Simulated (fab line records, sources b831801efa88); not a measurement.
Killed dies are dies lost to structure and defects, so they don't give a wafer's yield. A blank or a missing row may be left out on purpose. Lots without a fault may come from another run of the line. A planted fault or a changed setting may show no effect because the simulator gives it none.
A struck lot beside a sound one | flow sky130 | 14 steps out of a route of 708
Sound: wafers L838.1, L838.5, L838.6. Struck: wafers L851.1, L851.2, L851.4. The cause comes at the end.
At each step with rows: each side's tool, then ch and its chambers, then its first start. Under that, the readings that differ: sound wafers | struck wafers | difference of the means | sigmas: that difference in standard deviations of wafers without a fault.
alike: readings whose means differ by less than 2 such deviations, and words and numbers that are the same on both sides. not compared: withheld readings, readings that some wafer has no value for, bounds like >300 that may hide the same value, and numbers for which the record gives no deviation and whose values overlap.
The two part at a step that has a row with sigmas, a row that says differs or no value, or rows on one side only. Numbers that don't overlap but have no deviation are shown without sigmas and don't part them. A reading that every wafer of one side lacks parts them only if that side has two wafers or more.

first, 4 steps without rows for these wafers: SKY_VT_ADJUST_LVTN_SOFTBAKE_03; SKY_VT_ADJUST_LVTN_EXPOSE_04 (exposes mask NWM COMPLEMENT LESS NATIVE, target cd 840 nm); SKY_VT_ADJUST_LVTN_PEB_05; SKY_VT_ADJUST_LVTN_DEVELOP_06 (develop time 60 s).
SKY_VT_ADJUST_LVTN_OVL_MEAS_07:
  sound on overlay-01, day 7 18:00; struck on overlay-02, day 11 14:27
  alike: VT_ADJUST_LVTN_OVL
then, 1 step without rows for these wafers: SKY_VT_ADJUST_LVTN_IMPLANT_08.
SKY_VT_ADJUST_LVTN_STRIP_09: strips in O2/N2.
  sound on plasma_asher-04 ch 0,1, day 7 18:11; struck on plasma_asher-01 ch 0,1, day 11 14:38
  alike: drypump_motor_current_A, oes_product_au, strip_time_to_endpoint_s
  not compared: rf_hours_counter_h
SKY_VT_ADJUST_LVTN_TW_MEAS_10:
  sound on film_metro-03, day 7 18:17; struck on film_metro-04, day 11 14:44
  alike: VT_ADJUST_LVTN_TW
then, 4 steps without rows for these wafers: SKY_VT_ADJUST_LVTN_DEHYDRATE_11 (time 60 s); SKY_VT_ADJUST_LVTN_HMDS_12 (prime time 60 s); SKY_VT_ADJUST_LVTN_COAT_13 (resist thk 1140 nm); SKY_VT_ADJUST_LVTN_SOFTBAKE_14 (time 60 s).
SKY_VT_ADJUST_LVTN_EXPOSE_15: exposes mask HVN STD DERIVED, target cd 600 nm.
  sound on iline_stepper-02 ch 0, day 8 04:09; struck on iline_stepper-02, day 12 02:49
  no value came back on the struck wafers for exposure_dose_mJ_cm2, focus_offset_nm (nm), reticle_temp_C (C); on the sound wafers exposure_dose_mJ_cm2 reads 163.09 163.05 162.88
  reading                                | sound                | struck                  | difference | sigmas
  model.VT_ADJUST_LVTN.overlay_x_nm (nm) | 0.0623 0.0623 0.0623 | -0.8707 -0.8707 -0.8707 | -0.9330    |
  alike: mask
then, 1 step without rows for these wafers: SKY_VT_ADJUST_LVTN_PEB_16.

WHERE THEY PART
Only at SKY_VT_ADJUST_LVTN_EXPOSE_15, within this record.

WHY: what the simulator had put in
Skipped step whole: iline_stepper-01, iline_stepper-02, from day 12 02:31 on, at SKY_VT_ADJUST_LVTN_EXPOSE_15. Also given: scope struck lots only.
